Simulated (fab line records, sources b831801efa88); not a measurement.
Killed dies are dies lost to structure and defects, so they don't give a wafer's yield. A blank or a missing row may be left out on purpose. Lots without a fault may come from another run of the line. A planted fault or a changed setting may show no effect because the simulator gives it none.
Split-lot experiment | flow gf180mcu | 5 lots, 23 wafers read, on a route of 602 steps

THE SPLIT
At GF_PASSIVATION_COAT_06 (resist thk 4000 nm), the setting resist_thk_nm was moved away from the recipe's 4000 nm on 7 of the 23 wafers read, by +2.2% to +5.2%. The other wafers ran this setting at the recipe's value.

The reading is taken at the split's own step.

THE READING
coat_of_PASSIVATION_COAT_06.thk_nm (the simulator's own value, which no gauge read), in nm, at GF_PASSIVATION_COAT_06 (resist thk 4000 nm). The file gives no usual value for it. The 16 wafers here that ran the recipe average 4005 nm, standard deviation 9.2 nm.

wafer  | tool, chamber at the split | resist_thk_nm as run, nm | against the recipe | coat_of_PASSIVATION_COAT_06.thk_nm, nm | against lot-mates on the recipe
L074.2 | litho_track-01, 0          | 4183                     | +4.6%              | 4187                                   | +188
L074.6 | litho_track-01, 0          | 4183                     | +4.6%              | 4187                                   | +188
L074.3 | litho_track-01, 0          | 4000                     | recipe             | 4006                                   | -
L074.4 | litho_track-01, 0          | 4000                     | recipe             | 4007                                   | -
L074.5 | litho_track-01, 0          | 4000                     | recipe             | 3983                                   | -
L078.1 | litho_track-01, 0          | 4000                     | recipe             | 3998                                   | -
L078.2 | litho_track-01, 0          | 4090                     | +2.2%              | 4096                                   | +90
L078.4 | litho_track-01, 0          | 4000                     | recipe             | 4015                                   | -
L078.5 | litho_track-01, 0          | 4090                     | +2.2%              | 4094                                   | +88
L078.6 | litho_track-01, 0          | 4090                     | +2.2%              | 4082                                   | +76
L082.2 | litho_track-03, 0          | 4000                     | recipe             | 4004                                   | -
L082.3 | litho_track-03, 0          | 4000                     | recipe             | 3999                                   | -
L082.4 | litho_track-03, 0          | 4000                     | recipe             | 3997                                   | -
L084.1 | litho_track-01, 0          | 4000                     | recipe             | 4006                                   | -
L084.2 | litho_track-01, 0          | 4000                     | recipe             | 4025                                   | -
L084.3 | litho_track-01, 0          | 4000                     | recipe             | 4011                                   | -
L084.4 | litho_track-01, 0          | 4000                     | recipe             | 4003                                   | -
L084.6 | litho_track-01, 0          | 4000                     | recipe             | 4005                                   | -
L085.1 | litho_track-02, 0          | 4000                     | recipe             | 4015                                   | -
L085.3 | litho_track-02, 0          | 4207                     | +5.2%              | 4207                                   | +202
L085.4 | litho_track-02, 0          | 4000                     | recipe             | 4004                                   | -
L085.5 | litho_track-02, 0          | 4207                     | +5.2%              | 4208                                   | +203
L085.6 | litho_track-02, 0          | 4000                     | recipe             | 3997                                   | -

THE FIT
A straight line over all 23 wafers: coat_of_PASSIVATION_COAT_06.thk_nm changes by +39.4 nm for each +1% of resist_thk_nm; r = +0.99; the points scatter about the line by 8.4 nm.
The same after taking each lot's own level away (the mean of its wafers on the recipe; 23 wafers): +39.7 nm for each +1%; r = +0.99; scatter 7.9 nm.
On that fit, the largest move of resist_thk_nm shifts the reading by 2.1e+02 nm.
The lots' own levels span 3998.7 to 4010.0 nm, that is 1.2 times the standard deviation above.
So the lot-to-lot level changes the slope little: the two slopes agree.
Check: with one of the wafers moved furthest among these (+5.2%) left out of the fit, the line predicts +206 nm for it against its lot-mates. It came out at +202 nm against them.

THE WHOLE CHAIN: every reading that the file lists as answering this split, in the file's order
step                    | what it does       | reading                                                                             | change (the file's fit)              | r (the file's)
GF_PASSIVATION_COAT_06  | resist thk 4000 nm | coat_of_PASSIVATION_COAT_06.thk_nm (the simulator's own value, which no gauge read) | +39.8 nm for each +1% of the setting | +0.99
GF_PASSIVATION_STRIP_12 | strips in O2/N2    | strip_time_to_endpoint_s                                                            | withheld for each +1% of the setting | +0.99

THE FILE'S OWN FIT
coat_of_PASSIVATION_COAT_06.thk_nm changes by +39.8 nm for each +1% of resist_thk_nm, r = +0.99.
